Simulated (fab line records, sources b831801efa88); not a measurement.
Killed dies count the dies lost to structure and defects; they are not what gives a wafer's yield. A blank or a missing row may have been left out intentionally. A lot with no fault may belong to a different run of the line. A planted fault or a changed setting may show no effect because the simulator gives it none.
Matching of chambers :: flow gf180mcu :: GF_V1_CMP_04 on cmp-02 has 4 sister chambers
The step polishes SiO2. 4 wafers are shown with their chamber, then 7 later ones without.

## WAFERS PAIRED WITH THEIR CHAMBERS
wafer: L558.2
chamber: 3
motorCurrentA (A): 11.3

wafer: L558.6
chamber: 0
motorCurrentA (A): 13.4

wafer: L562.2
chamber: 2
motorCurrentA (A): 11.3

wafer: L562.3
chamber: 1
motorCurrentA (A): 12.7

## WAFERS WITHOUT THEIR CHAMBER
wafer: L562.6
motorCurrentA (A): 10.7

wafer: L563.1
motorCurrentA (A): 12.0

wafer: L563.2
motorCurrentA (A): 13.0

wafer: L563.5
motorCurrentA (A): 12.9

wafer: L568.4
motorCurrentA (A): 11.5

wafer: L568.5
motorCurrentA (A): 13.0

wafer: L568.6
motorCurrentA (A): 11.8

## EACH ONE'S CHAMBER
wafer: L562.6
from the rows above: can't be placed: 2 or 3
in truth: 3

wafer: L563.1
from the rows above: can't be placed: 1 or 2 or 3 or 0
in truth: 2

wafer: L563.2
from the rows above: can't be placed: 1 or 0
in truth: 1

wafer: L563.5
from the rows above: can't be placed: 1 or 0
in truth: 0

wafer: L568.4
from the rows above: can't be placed: 2 or 3
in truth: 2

wafer: L568.5
from the rows above: can't be placed: 1 or 0
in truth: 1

wafer: L568.6
from the rows above: can't be placed: 2 or 3 or 1
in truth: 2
Correctly placed: 0 of 7. Not placeable from these rows: 7 (in 7, the candidates include the true chamber). Number placed wrongly: 0.
How it was worked out, from the rows above alone: a wafer's distance from a chamber is the root of the sum, over the readings, of the square of ((its reading less the chamber's mean) divided by the reading's scatter). The wafer belongs to the nearest chamber; if the next one is less than 2 further off, it can't be placed. For every chamber, the mean is computed from those of its wafers that are shown. The scatter: root of mean squared gap, hidden wafer to nearest shown wafer, with one shown wafer a chamber.
